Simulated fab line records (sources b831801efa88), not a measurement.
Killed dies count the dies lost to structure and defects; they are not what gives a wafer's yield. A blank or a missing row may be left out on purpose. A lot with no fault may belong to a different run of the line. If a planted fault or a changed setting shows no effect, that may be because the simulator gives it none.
Matching of chambers || flow gf180mcu || GF_V1_CMP_04 on cmp-02: 4 sister chambers
The step polishes SiO2. 14 wafers are shown with their chamber, then 6 later ones without.

## WAFERS WITH THEIR CHAMBER
{"wafer": "L746.3", "chamber": 1, "time to endpoint s (s)": 83, "motor current A (A)": 12.0}
{"wafer": "L746.5", "chamber": 2, "time to endpoint s (s)": 96, "motor current A (A)": 11.3}
{"wafer": "L746.6", "chamber": 1, "time to endpoint s (s)": 89, "motor current A (A)": 12.1}
{"wafer": "L748.1", "chamber": 1, "time to endpoint s (s)": 76, "motor current A (A)": 12.0}
{"wafer": "L748.2", "chamber": 3, "time to endpoint s (s)": 75, "motor current A (A)": 12.5}
{"wafer": "L748.4", "chamber": 2, "time to endpoint s (s)": 83, "motor current A (A)": 12.4}
{"wafer": "L756.5", "chamber": 0, "time to endpoint s (s)": 81, "motor current A (A)": 11.9}
{"wafer": "L756.6", "chamber": 1, "time to endpoint s (s)": 82, "motor current A (A)": 12.1}
{"wafer": "L757.1", "chamber": 2, "time to endpoint s (s)": 81, "motor current A (A)": 11.3}
{"wafer": "L757.2", "chamber": 1, "time to endpoint s (s)": 81, "motor current A (A)": 11.8}
{"wafer": "L757.6", "chamber": 3, "time to endpoint s (s)": 72, "motor current A (A)": 12.0}
{"wafer": "L759.1", "chamber": 1, "time to endpoint s (s)": 73, "motor current A (A)": 12.2}
{"wafer": "L759.4", "chamber": 3, "time to endpoint s (s)": 75, "motor current A (A)": 12.5}
{"wafer": "L759.5", "chamber": 1, "time to endpoint s (s)": 83, "motor current A (A)": 12.0}

SIGNATURES, as means of the wafers listed above
{"reading": "time to endpoint s", "chamber 0": 81.00, "chamber 1": 81.00, "chamber 2": 86.67, "chamber 3": 74.00, "scatter within a chamber": 5.48}
{"reading": "motor current A", "chamber 0": 11.900, "chamber 1": 12.029, "chamber 2": 11.667, "chamber 3": 12.333, "scatter within a chamber": 0.327}
Rule: distance of a wafer from a chamber = root of the sum over the readings of ((wafer's reading minus chamber's mean) / reading's scatter) squared. The wafer belongs to the nearest chamber; if the next one is less than 2 further off, it can't be placed. The scatter is the square root of a quotient: the sum, over the shown wafers, of each reading's squared deviation from its chamber's mean, divided by wafers minus chambers.

## WAFERS WITHOUT THEIR CHAMBER
{"wafer": "L762.2", "time to endpoint s (s)": 78, "motor current A (A)": 12.0}
{"wafer": "L762.5", "time to endpoint s (s)": 68, "motor current A (A)": 12.0}
{"wafer": "L762.6", "time to endpoint s (s)": 82, "motor current A (A)": 11.2}
{"wafer": "L766.2", "time to endpoint s (s)": 71, "motor current A (A)": 12.1}
{"wafer": "L766.3", "time to endpoint s (s)": 63, "motor current A (A)": 11.6}
{"wafer": "L766.6", "time to endpoint s (s)": 71, "motor current A (A)": 12.4}

## WHICH CHAMBER EACH ONE RAN IN
{"wafer": "L762.2", "from the rows above": "can't be placed: 1 or 0 or 3 or 2", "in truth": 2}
{"wafer": "L762.5", "from the rows above": "can't be placed: 3 or 1 or 0", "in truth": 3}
{"wafer": "L762.6", "from the rows above": "can't be placed: 2 or 0 or 1", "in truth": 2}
{"wafer": "L766.2", "from the rows above": "can't be placed: 3 or 1 or 0", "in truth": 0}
{"wafer": "L766.3", "from the rows above": "can't be placed: 3 or 0 or 1 or 2", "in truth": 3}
{"wafer": "L766.6", "from the rows above": "can't be placed: 3 or 1 or 0", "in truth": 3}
Correctly placed: 0 of 6. Cannot be placed on the basis of these rows: 6; the candidates contain the true chamber in 6. Number placed wrongly: 0.
